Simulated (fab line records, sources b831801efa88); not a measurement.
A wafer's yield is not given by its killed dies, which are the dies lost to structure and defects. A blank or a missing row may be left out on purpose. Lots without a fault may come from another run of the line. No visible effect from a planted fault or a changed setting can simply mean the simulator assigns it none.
A single fault, viewed from 2 desks	flow gf180mcu	each desk holds nothing but its own numbers, with what lay behind them at the end

FROM THE METROLOGY DESK
What the gauges read, lot by lot, whatever tool the lot ran on: means of the sampled wafers that have a number. A lot is out of limits, marked OUT, if its mean lies more than 4 standard deviations from the usual mean; the brackets give that distance.
Columns: A = HV_LDD_CVD_54_THK at GF_HV_LDD_THK_MEAS_55, usual 10.03 nm; B = HV_LDD_CVD_56_THK at GF_HV_LDD_THK_MEAS_57, usual 90.5 nm
lot	first seen here	A	B
L162	day 12 18:52	9.88	90.3
L163	day 13 01:28	9.79	91.3
L164	day 13 12:49	9.93	91.1
L165	day 13 20:55	10.11	84.9 (-6.6) OUT
L168	day 14 17:10	10.00	90.1
L169	day 15 02:55	9.95	84.4 (-7.1) OUT
L175	day 17 14:57	10.13	91.7
L174	day 17 16:58	10.21	90.0
L177	day 18 07:45	9.88	90.4
L178	day 18 23:58	9.99	90.1
L182	day 19 13:22	10.29	90.4
L183	day 20 05:23	10.10	90.8
Per this desk, out of limits: L165, L169; the first was L165, day 13 22:23 (HV_LDD_CVD_56_THK at GF_HV_LDD_THK_MEAS_57). L162, L163, L164, L168, L175, L174, L177, L178, L182, L183: within limits.

AT THE TOOL OWNER'S DESK: lpcvd-02
The tool's own readings at GF_HV_LDD_CVD_56 (deposits Si3N4 from DCS/NH3, target thk 90 nm, time 1543 s): means of the sampled wafers that have a number, for each lot that ran on this tool. A lot is out of limits, marked OUT, if its mean lies more than 4 standard deviations from the usual mean; the brackets give that distance.
Columns: A = spikeTcBottomC at GF_HV_LDD_CVD_56, usual 788.7 C; B = spikeTcCentreC at GF_HV_LDD_CVD_56, usual 770.4 C; C = zonePowerCentrePct at GF_HV_LDD_CVD_56, usual 12.7 %
lot	first seen here	A	B	C
L163	day 13 01:31	790.0	771.8	12.6
L164	day 13 12:52	789.3	773.1	12.5
L165	day 13 20:58	790.1	772.3	12.7
L169	day 15 02:59	788.7	768.8	14.2
L175	day 17 15:00	789.0	770.1	14.4
L174	day 17 17:08	788.8	768.9	14.3
Finding of this desk: none of the 6 lots has anything out of limits.

ALL TOGETHER
An alarm was possible from the metrology desk at day 13 22:23, on L165, L169.
The desk of the tool owner found nothing out of limits.
On record at the tool owner's desk: L165, L169, within its limits.
On lpcvd-02, each named lot ran GF_HV_LDD_CVD_56.

WHAT THE SIMULATOR PUT IN
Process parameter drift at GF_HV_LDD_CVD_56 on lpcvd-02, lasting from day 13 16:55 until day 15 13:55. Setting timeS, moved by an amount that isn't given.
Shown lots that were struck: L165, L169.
Per desk, hours elapsed from the start of the fault to the first reading out of limits: for the metrology desk, 5.
